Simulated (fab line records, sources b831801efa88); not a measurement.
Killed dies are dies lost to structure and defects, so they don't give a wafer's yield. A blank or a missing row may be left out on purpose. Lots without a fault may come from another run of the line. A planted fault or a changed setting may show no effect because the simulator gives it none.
Which tool did it? | flow sky130 | 13 lots, 39 wafers sampled, at 2 steps of a route of 708

WHAT THE GAUGES READ, wafer by wafer
SKY_PASSIVATION_THK_MEAS_03.
lot  | measured     | on            | PASSIVATION_CVD_02_THK (nm)
L107 | day 44 06:59 | film_metro-03 | 539 551 539
L108 | day 44 14:41 | film_metro-04 | 541 537 545
L109 | day 45 02:01 | film_metro-04 | 534 545 561
L110 | day 45 07:25 | film_metro-04 | 527 535 532
L112 | day 45 15:30 | film_metro-03 | 541 545 547
L111 | day 45 16:58 | film_metro-03 | 545 559 557
L113 | day 45 22:55 | film_metro-02 | 530 529 537
L114 | day 46 14:23 | film_metro-03 | 535 538 545
L120 | day 47 18:03 | film_metro-03 | 450 547 464
L121 | day 48 08:22 | film_metro-02 | 546 452 452
L124 | day 48 20:01 | film_metro-03 | 538 543 555
L127 | day 49 08:16 | film_metro-02 | 535 543 541
L129 | day 49 14:31 | film_metro-02 | 547 540 545

WHICH TOOL RAN EACH LOT (tool, then ch and the chambers of the sampled wafers, then the start)
lot  | SKY_PASSIVATION_CVD_02
L107 | pecvd-03 ch 0,1, day 44 06:46
L108 | pecvd-03 ch 1,2, day 44 14:26
L109 | pecvd-02 ch 0,1, day 45 01:47
L110 | pecvd-04 ch 0,1,2, day 45 07:11
L112 | pecvd-03 ch 0,1,2, day 45 15:22
L111 | pecvd-02 ch 1,2, day 45 16:38
L113 | pecvd-03 ch 0,1,2, day 45 22:41
L114 | pecvd-04 ch 1,2, day 46 14:10
L120 | pecvd-02 ch 0,1, day 47 17:50
L121 | pecvd-02 ch 0,1, day 48 08:08
L124 | pecvd-03 ch 0,1,2, day 48 19:47
L127 | pecvd-03 ch 0,1,2, day 49 08:02
L129 | pecvd-03 ch 0,1,2, day 49 14:22
- SKY_PASSIVATION_CVD_02: deposits Si3N4, target thk 540 nm.

WHAT THE TOOLS THEMSELVES READ (means of the sampled wafers that have a number; where no wafer has one, the mark that the record gives instead)
SKY_PASSIVATION_CVD_02.
lot  | tool     | heater_power_w (W) | rf_fwd_power_W (W)
L107 | pecvd-03 | 697                | 451.2
L108 | pecvd-03 | 696                | 449.8
L109 | pecvd-02 | 906                | 448.5
L110 | pecvd-04 | 765                | 449.7
L112 | pecvd-03 | 695                | 448.6
L111 | pecvd-02 | 759                | 447.8
L113 | pecvd-03 | 657                | 449.1
L114 | pecvd-04 | 751                | 449.7
L120 | pecvd-02 | 929                | 327.5
L121 | pecvd-02 | 975                | 328.9
L124 | pecvd-03 | 671                | 450.0
L127 | pecvd-03 | 647                | 449.0
L129 | pecvd-03 | 711                | 449.9

THE ANSWER, worked out from the rows above alone
Rule: what is usual is taken from the lots themselves. Put in order of their means at a reading, lots are off if they are a third of the lots or fewer, leave a main group of 4 or more, and stand apart from it by a gap of 3 or more times the standard deviation of the main group's means; of several such gaps the widest counts. A main group whose means are all the same, to the digits that the tables above print for the reading, isn't used. A lot without any number at a reading at which 4 lots or more have one is off too. The other lots that the step has rows for count as sound. The gauges are gone through in route order, then the tools' own readings, and for those a lot's mean is taken as printed above. The first step at which some lot is off is used, and at that step the reading that is off furthest; a lot without a number counts as furthest.
Off: L120, L121, at SKY_PASSIVATION_THK_MEAS_03 (PASSIVATION_CVD_02_THK). The main group: mean 542 nm, standard deviation 6.1.
A tool fits if, at a process step before that reading, it ran every lot that is off, and no sound lot after the first of them. The gauges at SKY_PASSIVATION_THK_MEAS_03 aren't tried: what is off there is off at SKY_PASSIVATION_CVD_02 too, on other tools, and a gauge's error can't cause that. One fits: pecvd-02 at SKY_PASSIVATION_CVD_02. Its last sound lot is L111 (day 45 16:38), its first lot that is off L120 (day 47 17:50): a fault that began between those two fits.
The tool's own readings at SKY_PASSIVATION_CVD_02 bear it out: on the lots that are off they differ by more than 5 times the standard deviation of the sound lots' means. rf_fwd_power_W reads 328.2 W there against 449.4 W on the sound lots.

WHAT THE SIMULATOR HAD PUT IN
Process parameter drift: pecvd-02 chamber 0, from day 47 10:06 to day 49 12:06, at SKY_PASSIVATION_CVD_02. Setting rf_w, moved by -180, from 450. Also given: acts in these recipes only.
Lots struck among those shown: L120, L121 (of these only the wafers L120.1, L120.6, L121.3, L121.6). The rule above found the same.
